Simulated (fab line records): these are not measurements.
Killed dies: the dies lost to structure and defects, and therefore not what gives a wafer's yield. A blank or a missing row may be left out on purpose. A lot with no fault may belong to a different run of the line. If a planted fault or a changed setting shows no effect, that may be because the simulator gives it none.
fab line records	flow sky130
record lots=11	wafers=32	lastDay=51
route steps=708 shown VIA1@471 METAL2@498 CAPM@539 PAD_OPEN@708
lots that met no fault: taken from a fault-free run of the same line
startH: start of the lot's first displayed wafer, in hours after the record's first day	waitH: time in hours since the lot's previous step	" unchanged from the row above	L1.1+2: several wafers, shown together as one row	- either no value or no given start	* or withheld: withheld	< > ~ a bound
route shown NAME@n: a module of which the file shows steps, and the number in the route of the first	usual: mean/standard deviation of fault-free wafers	same: alike in all rows	chamber/n: place in a boat	sites: per-site readings	_std_site: standard deviation across them	_edge_site: mean of outer sites minus mean of inner sites	radiusMm: how far each site lies from the wafer's centre	mask NAME#n: copy n	behind: the most recent tool/chamber to have shaped the wafer	hold: why the lot went on hold/how many hours it stayed there/how the hold came to an end	device: whichever transistor did not switch (one of n, p or np)	end of line: the route-end tests of the same wafers	a step without rows: its recipe alone	killed: count of dies lost to structure and defects at first sort (not the wafer's yield)	map: a wafer's dies, marking killed ones x, the rest . and places with no die _
set.NAME: setting as actually run; set.NAME@STEP: the setting as run at that earlier step	model.NAME: the simulator's own value behind a step, which no gauge read
a sample of lots followed through the steps of the route, with each step as a table and each wafer as a row
services: the hour from which a tool's chamber was out of use, counted from the record's first day as startH (under 0 if before that day), plus the number of hours and why
## steps
# step SKY_VIA1_OVL_MEAS_13
# usual VIA1_OVL=-1/4.7
lot.wafer	tool	chamber	startH	waitH	VIA1_OVL[nm]
L524.1	overlay-02	-	827.82	0.1	-1
L524.3	"	-	"	"	-2
L524.6	"	-	"	"	4
L531.1	overlay-01	-	880.03	0.1	-2
L531.2	"	-	"	"	-6
L531.5	"	-	"	"	-7
L535.3	overlay-02	-	919.61	0.1	1
L535.6	"	-	"	"	2
L536.1	overlay-02	-	924.18	0.1	-1
L536.2	"	-	"	"	-3
L536.5	"	-	"	"	-2
L537.3	overlay-01	-	930.41	0.1	-3
L537.5	"	-	"	"	1
L537.6	"	-	"	"	-2
L538.2	overlay-02	-	944.21	0.1	6
L538.3	"	-	"	"	3
L538.4	"	-	"	"	-1
L543.1	overlay-01	-	971.53	0.1	3
L543.2	"	-	"	"	-6
L543.6	"	-	"	"	-6
L544.1	overlay-01	-	972.00	0.1	-7
L544.3	"	-	"	"	-8
L544.6	"	-	"	"	0
L545.4	overlay-02	-	978.19	0.1	-2
L545.5	"	-	"	"	4
L545.6	"	-	"	"	0
L546.1	overlay-01	-	980.22	0.1	-2
L546.2	"	-	"	"	-7
L546.5	"	-	"	"	-2
L547.2	overlay-01	-	985.63	0.1	1
L547.3	"	-	"	"	2
L547.5	"	-	"	"	-2
# step SKY_METAL2_CD_MEAS_15
# recipe targetCdNm=140
# usual cdNm=139.7/1.2
lot.wafer	tool	chamber	startH	waitH	cdNm
L524.1	cdSem-02	-	856.11	-	139.7
L524.3	"	-	"	"	138.4
L524.6	"	-	"	"	139.3
L531.1	cdSem-01	-	907.81	-	138.6
L531.2	"	-	"	"	137.0
L531.5	"	-	"	"	135.8
L535.3	cdSem-01	-	945.85	-	139.3
L535.6	"	-	"	"	139.8
L536.1	cdSem-01	-	950.65	-	137.7
L536.2	"	-	"	"	138.7
L536.5	"	-	"	"	138.0
L537.3	cdSem-01	-	956.80	-	137.5
L537.5	"	-	"	"	138.9
L537.6	"	-	"	"	138.0
L538.2	cdSem-01	-	971.08	-	140.6
L538.3	"	-	"	"	139.5
L538.4	"	-	"	"	139.4
L543.1	cdSem-01	-	997.13	-	141.0
L543.2	"	-	"	"	139.8
L543.6	"	-	"	"	140.7
L544.1	cdSem-01	-	997.48	-	140.7
L544.3	"	-	"	"	141.3
L544.6	"	-	"	"	139.6
L545.4	cdSem-01	-	1003.84	-	140.7
L545.5	"	-	"	"	140.6
L545.6	"	-	"	"	140.8
L546.1	cdSem-01	-	1005.93	-	140.8
L546.2	"	-	"	"	140.2
L546.5	"	-	"	"	139.6
L547.2	cdSem-01	-	1011.00	-	140.2
L547.3	"	-	"	"	142.6
L547.5	"	-	"	"	141.2
# step SKY_METAL2_DESCUM_17
# recipe chemistry=O2	sourcePowerW=150	biasPowerW=0	pressureMtorr=10	tempC=40	timeS=8
# usual chamberPressureMTorr=10.001/0.0089	drypumpMotorCurrentA=5.5/0.35	oesProductAu=1.001/0.0073
lot.wafer	tool	chamber	startH	waitH	chamberPressureMTorr	drypumpMotorCurrentA	oesProductAu	rfHoursCounterH
L524.1	rieMetal-01	1	856.27	0.0	10.010	5.3	1.006	10
L524.3	"	0	"	"	10.017	6.2	1.007	-
L524.6	"	0	"	"	9.997	6.2	1.006	-
L531.1	rieMetal-01	1	907.97	0.0	9.992	5.3	1.002	13
L531.2	"	0	"	"	10.014	6.1	1.011	18
L531.5	"	1	"	"	9.983	5.3	1.010	-
L535.3	rieMetal-01	1	945.98	0.0	10.000	5.3	1.001	-
L535.6	"	1	"	"	10.002	5.3	1.000	-
L536.1	rieMetal-01	1	950.80	0.0	10.005	5.4	0.997	15
L536.2	"	0	"	"	10.010	6.1	1.011	1
L536.5	"	0	"	"	9.998	6.1	1.002	-
L537.3	rieMetal-01	0	956.93	0.0	10.014	6.1	0.995	-
L537.5	"	0	"	"	9.994	6.1	0.999	-
L537.6	"	1	"	"	10.000	5.3	0.997	-
L538.2	rieMetal-01	0	971.22	0.0	9.997	6.1	0.995	2
L538.3	"	0	"	"	10.009	6.1	1.007	-
L538.4	"	1	"	"	10.000	5.3	0.997	-
L543.1	rieMetal-01	0	997.29	0.0	10.010	6.1	1.010	3
L543.2	"	1	"	"	9.997	5.3	1.011	17
L543.6	"	1	"	"	10.008	5.3	1.006	-
L544.1	rieMetal-04	1	997.64	0.0	10.016	5.5	1.014	16
L544.3	"	1	"	"	9.991	5.5	1.002	-
L544.6	"	0	"	"	9.990	5.3	1.004	-
L545.4	rieMetal-01	1	1003.97	0.0	10.009	5.3	0.997	-
L545.5	"	1	"	"	10.004	5.3	1.002	-
L545.6	"	1	"	"	10.003	5.3	1.013	-
L546.1	rieMetal-04	1	1006.09	0.0	10.013	5.5	1.003	17
L546.2	"	0	"	"	9.998	5.4	0.996	9
L546.5	"	1	"	"	10.019	5.5	1.013	-
L547.2	rieMetal-01	1	1011.15	0.0	10.001	5.3	1.012	-
L547.3	"	1	"	"	10.014	5.4	1.010	-
L547.5	"	1	"	"	10.015	5.3	0.999	-
# step SKY_CAPM_SPUTTER_02
# recipe material=TiN	targetThkNm=200	tempC=300	powerW=6500	timeS=166.7	chamberPressurePa=0.4
# usual substrateTempC=299.97/0.19	throttleValvePct=30.2/1
lot.wafer	tool	chamber	startH	waitH	substrateTempC	throttleValvePct
L524.1	pvdSputter-02	-	884.91	0.1	299.61	29.5
L524.3	"	-	"	"	300.17	29.9
L524.6	"	-	"	"	300.03	29.7
L531.1	pvdSputter-02	-	936.51	0.1	300.21	29.3
L531.2	"	-	"	"	299.63	30.7
L531.5	"	-	"	"	300.10	28.6
L535.3	pvdSputter-02	-	973.78	0.0	299.96	28.6
L535.6	"	-	"	"	300.52	28.6
L536.1	pvdSputter-01	-	978.71	0.1	300.10	31.0
L536.2	"	-	"	"	299.96	31.3
L536.5	"	-	"	"	299.90	31.1
L537.3	pvdSputter-01	-	985.55	0.0	300.25	31.1
L537.5	"	-	"	"	299.88	31.7
L537.6	"	-	"	"	300.01	31.3
L538.2	pvdSputter-04	-	998.31	0.0	299.72	28.7
L538.3	"	-	"	"	300.07	29.7
L538.4	"	-	"	"	300.17	30.7
L543.1	pvdSputter-01	-	1024.39	0.1	299.85	31.3
L543.2	"	-	"	"	299.65	30.9
L543.6	"	-	"	"	299.78	31.2
L544.1	pvdSputter-02	-	1024.72	0.1	299.68	30.2
L544.3	"	-	"	"	300.02	29.6
L544.6	"	-	"	"	299.69	29.9
L545.4	pvdSputter-04	-	1029.88	0.0	299.89	28.7
L545.5	"	-	"	"	299.91	29.7
L545.6	"	-	"	"	300.19	29.4
L546.1	pvdSputter-02	-	1032.78	0.1	300.32	29.5
L546.2	"	-	"	"	300.27	28.8
L546.5	"	-	"	"	300.30	28.6
L547.2	pvdSputter-04	-	1037.18	0.0	299.87	30.1
L547.3	"	-	"	"	300.14	30.5
L547.5	"	-	"	"	300.12	29.7
# step SKY_CAPM_RS_MEAS_03
# recipe thkMeasGauge=four-point-probe	reads=TiN_of_CAPM_SPUTTER_02
# usual CAPM_TIN_RS=6.88/0.098
lot.wafer	tool	chamber	startH	waitH	CAPM_TIN_RS[ohm/sq]
L524.1	filmMetro-03	-	885.02	0.1	6.83
L524.3	"	-	"	"	6.95
L524.6	"	-	"	"	6.96
L531.1	filmMetro-01	-	936.62	0.1	6.10
L531.2	"	-	"	"	6.87
L531.5	"	-	"	"	6.83
L535.3	filmMetro-03	-	973.92	0.1	6.03
L535.6	"	-	"	"	6.79
L536.1	filmMetro-04	-	978.82	0.1	6.84
L536.2	"	-	"	"	6.86
L536.5	"	-	"	"	6.88
L537.3	filmMetro-01	-	985.70	0.1	6.88
L537.5	"	-	"	"	6.82
L537.6	"	-	"	"	6.92
L538.2	filmMetro-03	-	998.44	0.1	6.95
L538.3	"	-	"	"	6.91
L538.4	"	-	"	"	6.92
L543.1	filmMetro-04	-	1024.50	0.1	6.80
L543.2	"	-	"	"	6.80
L543.6	"	-	"	"	6.89
L544.1	filmMetro-01	-	1024.83	0.1	6.89
L544.3	"	-	"	"	6.94
L544.6	"	-	"	"	7.04
L545.4	filmMetro-04	-	1030.04	0.1	7.14
L545.5	"	-	"	"	7.03
L545.6	"	-	"	"	7.10
L546.1	filmMetro-04	-	1032.88	0.1	6.97
L546.2	"	-	"	"	6.88
L546.5	"	-	"	"	6.92
L547.2	filmMetro-03	-	1037.31	0.1	7.07
L547.3	"	-	"	"	7.08
L547.5	"	-	"	"	7.01
# step SKY_CAPM_THK_MEAS_04
# recipe thkMeasGauge=xrf	reads=TiN_of_CAPM_SPUTTER_02
# usual CAPM_TIN_THK=201/3.1
lot.wafer	tool	chamber	startH	waitH	CAPM_TIN_THK[nm]
L524.1	filmMetro-03	-	885.14	0.1	202
L524.3	"	-	"	"	198
L524.6	"	-	"	"	196
L531.1	filmMetro-01	-	936.74	0.1	227
L531.2	"	-	"	"	203
L531.5	"	-	"	"	204
L535.3	filmMetro-03	-	974.02	0.1	227
L535.6	"	-	"	"	202
L536.1	filmMetro-04	-	978.94	0.1	201
L536.2	"	-	"	"	200
L536.5	"	-	"	"	199
L537.3	filmMetro-01	-	985.80	0.1	202
L537.5	"	-	"	"	205
L537.6	"	-	"	"	201
L538.2	filmMetro-03	-	998.55	0.1	196
L538.3	"	-	"	"	199
L538.4	"	-	"	"	198
L543.1	filmMetro-04	-	1024.62	0.1	204
L543.2	"	-	"	"	203
L543.6	"	-	"	"	201
L544.1	filmMetro-01	-	1024.95	0.1	201
L544.3	"	-	"	"	202
L544.6	"	-	"	"	198
L545.4	filmMetro-04	-	1030.13	0.1	195
L545.5	"	-	"	"	196
L545.6	"	-	"	"	196
L546.1	filmMetro-04	-	1033.00	0.1	199
L546.2	"	-	"	"	201
L546.5	"	-	"	"	199
L547.2	filmMetro-03	-	1037.42	0.1	194
L547.3	"	-	"	"	194
L547.5	"	-	"	"	195
# step SKY_CAPM_METAL_ETCH_13
# recipe targetDepthNm=220	stopOn=SiO2	chemistry=Cl2/BCl3	target=TiN	pressureMtorr=10	icpW=900	biasW=48.5	Cl2_flow_sccm=60	bcl3FlowSccm=30	timeS=62.9
# usual chamberPressureMTorr=10.001/0.0091	drypumpMotorCurrentA=5.6/0.31	oesProductAu=0.943/0.0094	throttleValvePct=21.899/0.01
lot.wafer	tool	chamber	startH	waitH	chamberPressureMTorr	drypumpMotorCurrentA	oesProductAu	rfHoursCounterH	throttleValvePct
L524.1	rieMetal-01	1	910.73	0.0	9.993	5.4	0.947	13	21.890
L524.3	"	1	"	"	9.993	5.4	0.937	-	21.904
L524.6	"	1	"	"	9.999	5.3	0.944	-	21.895
L531.1	rieMetal-02	0	961.88	0.0	10.007	6.1	0.995	2	21.851
L531.2	"	1	"	"	9.996	5.6	0.954	10	21.900
L531.5	"	0	"	"	10.000	6.1	0.946	-	21.905
L535.3	rieMetal-02	0	997.81	0.0	9.992	6.1	0.995	-	21.865
L535.6	"	1	"	"	9.997	5.6	0.948	-	21.897
L536.1	rieMetal-02	1	1002.67	0.0	10.009	5.6	0.942	12	21.889
L536.2	"	0	"	"	10.010	6.1	0.947	4	21.888
L536.5	"	0	"	"	10.008	6.1	0.942	-	21.880
L537.3	rieMetal-02	0	1009.21	0.0	10.001	6.1	0.938	-	21.906
L537.5	"	1	"	"	10.002	5.6	0.949	-	21.895
L537.6	"	0	"	"	10.011	6.1	0.942	-	21.901
L538.2	rieMetal-01	1	1022.54	0.0	10.017	5.3	0.942	-	21.895
L538.3	"	1	"	"	10.000	5.3	0.937	-	21.892
L538.4	"	1	"	"	9.997	5.3	0.935	-	21.906
L543.1	rieMetal-02	0	1046.98	0.0	10.013	6.1	0.948	7	21.908
L543.2	"	1	"	"	9.998	5.6	0.948	15	21.891
L543.6	"	0	"	"	10.006	6.1	0.937	-	21.892
L544.1	rieMetal-04	1	1047.67	0.0	9.996	5.5	0.957	20	21.910
L544.3	"	1	"	"	10.010	5.5	0.940	-	21.907
L544.6	"	0	"	"	9.992	5.3	0.925	-	21.912
L545.4	rieMetal-04	1	1052.71	0.0	10.000	5.5	0.919	-	21.922
L545.5	"	1	"	"	9.994	5.5	0.926	-	21.902
L545.6	"	0	"	"	10.009	5.3	0.931	-	21.895
L546.1	rieMetal-01	1	1056.09	0.0	10.003	5.3	0.927	22	21.908
L546.2	"	1	"	"	9.992	5.4	0.937	-	21.904
L546.5	"	1	"	"	10.004	5.3	0.949	-	21.908
L547.2	rieMetal-02	1	1060.29	0.0	9.992	5.6	0.933	-	21.907
L547.3	"	1	"	"	9.994	5.6	0.932	-	21.899
L547.5	"	1	"	"	9.992	5.6	0.937	-	21.912
# step SKY_PAD_OPEN_PROBE_99
# usual defectLimitedYield=82.6/1.7	killed_at_M0_to_M3=43/7	killed_at_M4_up=3.1/1.5	killedAtContacts=23/4.9	killedAtFrontEnd=16/3.9	killedAtOther=0.3/0.52	killedDies=86/8.2	killedOnRim=16/3.7	killedOpen=47/6.1	killedShort=38/5.8
# same grossDies=492	killedAtBackSide=0
lot.wafer	tool	chamber	startH	waitH	defectLimitedYield[%]	killed_at_M0_to_M3	killed_at_M4_up	killedAtContacts	killedAtFrontEnd	killedAtOther	killedDies	killedOnRim	killedOpen	killedShort
L524.1	prober-02	-	1112.15	0.1	85.2	36	2	22	13	0	73	18	39	34
L524.3	prober-02	-	1112.25	0.2	81.5	47	3	24	17	0	91	18	50	41
L524.6	prober-02	-	1112.40	0.2	83.7	30	3	28	19	0	80	20	43	37
L531.1	prober-01	-	1153.14	0.1	65.4	44	4	26	24	72	170	60	53	45
L531.2	prober-01	-	1153.19	0.1	83.3	46	3	18	14	1	82	15	48	33
L531.5	prober-01	-	1153.34	0.2	83.9	39	0	25	14	1	79	17	41	37
L535.3	prober-02	-	1180.77	0.2	40.9	52	4	12	10	213	291	87	45	33
L535.6	prober-02	-	1180.92	0.2	82.3	41	4	21	20	1	87	16	45	42
L536.1	prober-01	-	1185.72	0.1	81.9	46	3	26	13	1	89	22	49	40
L536.2	prober-01	-	1185.77	0.1	82.7	43	3	22	17	0	85	16	43	42
L536.5	prober-01	-	1185.92	0.2	82.7	48	3	22	12	0	85	17	43	42
L537.3	prober-02	-	1189.72	0.2	78.7	58	4	28	15	0	105	20	54	51
L537.5	prober-02	-	1189.82	0.2	83.1	46	3	18	15	1	83	17	52	30
L537.6	prober-02	-	1189.87	0.2	78.3	59	1	30	17	0	107	21	63	42
L538.2	prober-01	-	1201.21	0.1	83.1	37	1	26	19	0	83	18	47	36
L538.3	prober-01	-	1201.26	0.2	82.9	46	3	21	14	0	84	14	43	41
L538.4	prober-01	-	1201.31	0.2	81.9	41	4	22	20	2	89	18	46	41
L543.1	prober-02	-	1218.31	0.1	83.5	40	2	21	18	0	81	12	46	33
L543.2	prober-02	-	1218.36	0.1	83.1	43	3	24	13	0	83	15	46	37
L543.6	prober-02	-	1218.56	0.2	83.7	44	3	21	12	0	80	12	43	37
L544.1	prober-01	-	1219.55	0.1	78.9	58	3	30	11	2	104	14	59	44
L544.3	prober-01	-	1219.65	0.2	82.9	47	5	20	12	0	84	22	50	34
L544.6	prober-01	-	1219.80	0.2	81.1	47	3	29	14	0	93	17	50	43
L546.1	prober-02	-	1223.15	0.1	83.5	40	1	26	14	0	81	14	44	37
L546.2	prober-02	-	1223.20	0.1	84.8	31	2	28	14	0	75	21	42	33
L546.5	prober-02	-	1223.35	0.2	80.7	47	3	29	16	0	95	19	55	40
L545.4	prober-01	-	1223.99	0.2	82.1	43	4	27	14	0	88	14	47	40
L545.5	prober-01	-	1224.04	0.2	82.7	41	3	23	17	1	85	16	36	48
L545.6	prober-01	-	1224.09	0.2	82.5	51	1	24	10	0	86	17	41	43
L547.2	prober-02	-	1225.46	0.1	85.8	40	4	16	9	1	70	11	38	32
L547.3	prober-02	-	1225.51	0.2	79.5	47	1	30	23	0	101	13	53	48
L547.5	prober-02	-	1225.61	0.2	83.3	43	5	19	15	0	82	8	40	42
# killed by level:class
L524.1 VIA1:geometricParticle:open=10 LI_CONTACT:geometricParticle:open=8 METAL1:geometricParticle:short=7 CONTACT:geometricParticle:short=6 VIA2:geometricParticle:open=5 METAL2:geometricParticle:short=5 CONTACT:geometricParticle:open=4 VIA3:geometricParticle:open=4
L524.3 LI_CONTACT:geometricParticle:open=10 POLY_GATE:geometricParticle:short=9 VIA1:geometricParticle:open=9 METAL1:geometricParticle:short=8 CONTACT:geometricParticle:open=8 VIA3:geometricParticle:open=5 VIA2:geometricParticle:open=5 VIA1:geometricParticle:short=4
L524.6 LI_CONTACT:geometricParticle:open=10 CONTACT:geometricParticle:open=7 METAL1:geometricParticle:short=7 FIELD_ISO:geometricParticle:short=5 CONTACT:geometricParticle:short=5 VIA1:geometricParticle:short=4 FIELD_ISO:geometricParticle:open=3 POLY_GATE:geometricParticle:short=3
L531.1 CAPM:areaEtch=72 VIA1:geometricParticle:open=13 VIA2:geometricParticle:open=8 LI_CONTACT:geometricParticle:open=7 FIELD_ISO:geometricParticle:open=6 FIELD_ISO:geometricParticle:short=5 METAL1:geometricParticle:short=5 LI_CONTACT:geometricParticle:short=5
L531.2 VIA1:geometricParticle:open=11 LI_CONTACT:geometricParticle:open=8 VIA1:geometricParticle:short=6 VIA2:geometricParticle:open=6 METAL2:geometricParticle:short=5 VIA3:geometricParticle:open=5 FIELD_ISO:geometricParticle:short=4 FIELD_ISO:geometricParticle:open=4
L531.5 CONTACT:geometricParticle:open=8 VIA1:geometricParticle:open=7 LI_CONTACT:geometricParticle:open=6 METAL1:geometricParticle:short=6 POLY_GATE:geometricParticle:open=5 CONTACT:geometricParticle:short=5 VIA2:geometricParticle:short=5 METAL3:geometricParticle:short=5
L535.3 CAPM:areaEtch=213 VIA2:geometricParticle:open=13 VIA1:geometricParticle:open=9 METAL2:geometricParticle:short=7 VIA1:geometricParticle:short=6 FIELD_ISO:geometricParticle:open=4 LI_CONTACT:geometricParticle:open=4 VIA3:geometricParticle:open=4
L535.6 VIA2:geometricParticle:open=9 FIELD_ISO:geometricParticle:short=8 CONTACT:geometricParticle:open=8 VIA1:geometricParticle:open=7 VIA1:geometricParticle:short=6 VIA3:geometricParticle:open=6 CONTACT:geometricParticle:short=5 FIELD_ISO:geometricParticle:open=4
L536.1 VIA3:geometricParticle:open=13 VIA1:geometricParticle:open=9 LI_CONTACT:geometricParticle:open=8 CONTACT:geometricParticle:open=7 POLY_GATE:geometricParticle:short=6 METAL1:geometricParticle:short=5 FIELD_ISO:geometricParticle:short=4 CONTACT:geometricParticle:short=4
L536.2 CONTACT:geometricParticle:open=11 VIA2:geometricParticle:open=10 VIA1:geometricParticle:open=8 POLY_GATE:geometricParticle:short=6 VIA1:geometricParticle:short=6 LOCAL_INTERCONNECT:geometricParticle:short=5 FIELD_ISO:geometricParticle:short=4 METAL1:geometricParticle:short=4
L536.5 CONTACT:geometricParticle:open=16 VIA1:geometricParticle:short=11 VIA1:geometricParticle:open=7 VIA2:geometricParticle:open=6 VIA3:geometricParticle:open=5 VIA3:geometricParticle:short=5 POLY_GATE:geometricParticle:short=4 LI_CONTACT:geometricParticle:short=3
L537.3 VIA1:geometricParticle:open=18 CONTACT:geometricParticle:short=11 VIA2:geometricParticle:open=10 CONTACT:geometricParticle:open=7 VIA3:geometricParticle:open=7 POLY_GATE:geometricParticle:short=5 VIA1:geometricParticle:short=5 METAL2:geometricParticle:short=5
L537.5 VIA1:geometricParticle:open=14 VIA3:geometricParticle:open=9 METAL2:geometricParticle:short=7 CONTACT:geometricParticle:open=5 POLY_GATE:geometricParticle:open=5 LI_CONTACT:geometricParticle:open=5 FIELD_ISO:geometricParticle:open=4 VIA1:geometricParticle:short=4
L537.6 VIA1:geometricParticle:open=11 LI_CONTACT:geometricParticle:open=11 CONTACT:geometricParticle:open=11 VIA2:geometricParticle:open=8 METAL1:geometricParticle:short=7 CONTACT:geometricParticle:short=6 VIA1:geometricParticle:short=6 FIELD_ISO:geometricParticle:open=5
L538.2 CONTACT:geometricParticle:open=11 VIA1:geometricParticle:open=9 FIELD_ISO:geometricParticle:open=7 CONTACT:geometricParticle:short=7 POLY_GATE:geometricParticle:short=6 VIA3:geometricParticle:open=6 VIA1:geometricParticle:short=4 METAL2:geometricParticle:short=4
L538.3 VIA1:geometricParticle:open=11 METAL2:geometricParticle:short=7 LI_CONTACT:geometricParticle:open=6 CONTACT:geometricParticle:open=5 VIA2:geometricParticle:open=5 VIA3:geometricParticle:short=5 FIELD_ISO:geometricParticle:open=4 FIELD_ISO:geometricParticle:short=4
L538.4 VIA1:geometricParticle:open=10 LI_CONTACT:geometricParticle:open=9 VIA1:geometricParticle:short=8 POLY_GATE:geometricParticle:short=7 METAL1:geometricParticle:short=7 CONTACT:geometricParticle:open=6 FIELD_ISO:geometricParticle:short=4 POLY_GATE:geometricParticle:open=4
L543.1 CONTACT:geometricParticle:open=8 VIA2:geometricParticle:open=8 VIA1:geometricParticle:open=8 FIELD_ISO:geometricParticle:short=7 VIA1:geometricParticle:short=5 METAL2:geometricParticle:short=5 FIELD_ISO:geometricParticle:open=4 POLY_GATE:geometricParticle:open=4
L543.2 CONTACT:geometricParticle:open=9 VIA1:geometricParticle:open=8 VIA2:geometricParticle:open=7 VIA3:geometricParticle:open=7 LI_CONTACT:geometricParticle:open=6 METAL1:geometricParticle:short=5 POLY_GATE:geometricParticle:short=4 METAL3:geometricParticle:short=4
L543.6 VIA1:geometricParticle:open=15 CONTACT:geometricParticle:open=11 VIA1:geometricParticle:short=9 LI_CONTACT:geometricParticle:open=5 FIELD_ISO:geometricParticle:short=4 POLY_GATE:geometricParticle:short=4 METAL2:geometricParticle:short=4 FIELD_ISO:geometricParticle:open=3
L544.1 VIA2:geometricParticle:open=12 CONTACT:geometricParticle:open=11 VIA1:geometricParticle:open=10 METAL2:geometricParticle:short=9 LI_CONTACT:geometricParticle:open=7 VIA3:geometricParticle:open=7 VIA1:geometricParticle:short=6 LOCAL_INTERCONNECT:geometricParticle:short=4
L544.3 VIA2:geometricParticle:open=12 VIA1:geometricParticle:open=10 LI_CONTACT:geometricParticle:open=8 CONTACT:geometricParticle:open=6 METAL1:geometricParticle:short=5 FIELD_ISO:geometricParticle:open=4 VIA1:geometricParticle:short=4 FIELD_ISO:geometricParticle:short=3
L544.6 CONTACT:geometricParticle:open=13 METAL1:geometricParticle:short=11 LI_CONTACT:geometricParticle:open=9 VIA2:geometricParticle:open=8 POLY_GATE:geometricParticle:open=6 VIA3:geometricParticle:open=5 POLY_GATE:geometricParticle:short=4 VIA1:geometricParticle:short=4
L546.1 CONTACT:geometricParticle:open=12 VIA1:geometricParticle:open=10 FIELD_ISO:geometricParticle:short=6 VIA2:geometricParticle:short=6 LI_CONTACT:geometricParticle:open=5 VIA3:geometricParticle:open=5 METAL2:geometricParticle:short=5 LOCAL_INTERCONNECT:geometricParticle:short=4
L546.2 CONTACT:geometricParticle:open=12 VIA3:geometricParticle:open=6 VIA2:geometricParticle:open=6 CONTACT:geometricParticle:short=5 VIA1:geometricParticle:open=5 POLY_GATE:geometricParticle:open=4 LI_CONTACT:geometricParticle:open=4 LOCAL_INTERCONNECT:geometricParticle:short=4
L546.5 VIA2:geometricParticle:open=11 LI_CONTACT:geometricParticle:open=10 CONTACT:geometricParticle:open=9 VIA1:geometricParticle:open=7 METAL2:geometricParticle:short=7 VIA3:geometricParticle:open=7 LOCAL_INTERCONNECT:geometricParticle:short=6 FIELD_ISO:geometricParticle:open=4
L545.4 CONTACT:geometricParticle:open=9 VIA1:geometricParticle:open=9 VIA3:geometricParticle:open=8 VIA2:geometricParticle:open=7 LI_CONTACT:geometricParticle:open=6 LOCAL_INTERCONNECT:geometricParticle:short=6 VIA3:geometricParticle:short=5 FIELD_ISO:geometricParticle:short=4
L545.5 FIELD_ISO:geometricParticle:short=8 METAL2:geometricParticle:short=8 LOCAL_INTERCONNECT:geometricParticle:short=7 LI_CONTACT:geometricParticle:open=6 CONTACT:geometricParticle:open=6 VIA1:geometricParticle:short=5 METAL1:geometricParticle:short=5 METAL1:geometricParticle:open=4
L545.6 VIA1:geometricParticle:open=12 VIA3:geometricParticle:open=9 METAL1:geometricParticle:short=6 METAL2:geometricParticle:short=6 VIA2:geometricParticle:short=5 LOCAL_INTERCONNECT:geometricParticle:short=5 CONTACT:geometricParticle:short=5 CONTACT:geometricParticle:open=5
L547.2 VIA1:geometricParticle:open=10 VIA2:geometricParticle:open=8 CONTACT:geometricParticle:open=6 FIELD_ISO:geometricParticle:short=5 METAL1:geometricParticle:short=5 VIA3:geometricParticle:open=5 METAL4:geometricParticle:short=4 VIA1:geometricParticle:short=4
L547.3 CONTACT:geometricParticle:open=12 VIA2:geometricParticle:open=11 METAL1:geometricParticle:short=8 VIA1:geometricParticle:open=8 FIELD_ISO:geometricParticle:open=7 POLY_GATE:geometricParticle:short=6 LOCAL_INTERCONNECT:geometricParticle:short=6 CONTACT:geometricParticle:short=6
L547.5 VIA2:geometricParticle:open=9 VIA1:geometricParticle:open=7 FIELD_ISO:geometricParticle:open=6 VIA1:geometricParticle:short=6 VIA3:geometricParticle:short=5 CONTACT:geometricParticle:open=5 LOCAL_INTERCONNECT:geometricParticle:short=4 POLY_GATE:geometricParticle:short=4
## services
tool	chamber	startH	hours	kind
rieMetal-01	0	856.64	13.8	repair
rieMetal-01	0	874.16	21.6	repair
rieMetal-02	0	884.12	-	clean
rieMetal-02	0	884.12	17.8	scheduledDown
rieMetal-02	0	884.12	17.8	ventCycle
rieMetal-01	-	905.16	0.8	repair
rieMetal-01	0	908.80	-	clean
rieMetal-01	0	908.80	13.2	scheduledDown
rieMetal-01	0	908.80	13.2	ventCycle
rieMetal-02	0	925.63	8.6	repair
pvdSputter-02	-	937.82	1.3	repair
pvdSputter-02	-	970.14	3.6	repair
rieMetal-01	-	980.78	15.6	pm
rieMetal-01	0	1003.49	132.3	repair
rieMetal-04	0	1008.53	18.8	repair
rieMetal-01	-	1024.85	2.8	pm
rieMetal-01	-	1028.09	14.6	pm
pvdSputter-01	-	1037.97	3.9	repair
rieMetal-02	0	1052.98	8.8	repair
## key
firstSign step=SKY_CAPM_RS_MEAS_03	reading=CAPM_TIN_RS	direction=down	sigmas=8.4	usual=6.88	struck=6.06
effect step=SKY_CAPM_THK_MEAS_04	reading=CAPM_TIN_THK	direction=up	sigmas=8.5	usual=201	struck=227
effect step=SKY_CAPM_METAL_ETCH_13	reading=oesProductAu	direction=up	sigmas=5.5	usual=0.943	struck=0.995
effect step=SKY_PAD_OPEN_PROBE_99	reading=killedAtOther	direction=up	sigmas=99+	usual=0.3	struck=142.5
moreKillsBornAt SKY_CAPM_METAL_ETCH_13@rieMetal-02=285
metAt SKY_CAPM_SPUTTER_02
struckLots L531,L535
struckWafers L531.1,L535.3
notActingAt SKY_VIA1_OVL_MEAS_13,SKY_METAL2_CD_MEAS_15,SKY_METAL2_DESCUM_17
onsetBetween 884.91 936.51
fault kind=processParameterDrift	tool=pvdSputter-02	chamber=-	onsetH=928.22	steps=SKY_CAPM_SPUTTER_02	channel=targetThkNm	offset=24.592	shape=step	endH=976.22	scope=struckWafersOnly	actsIn=theseRecipesOnly	stated=200
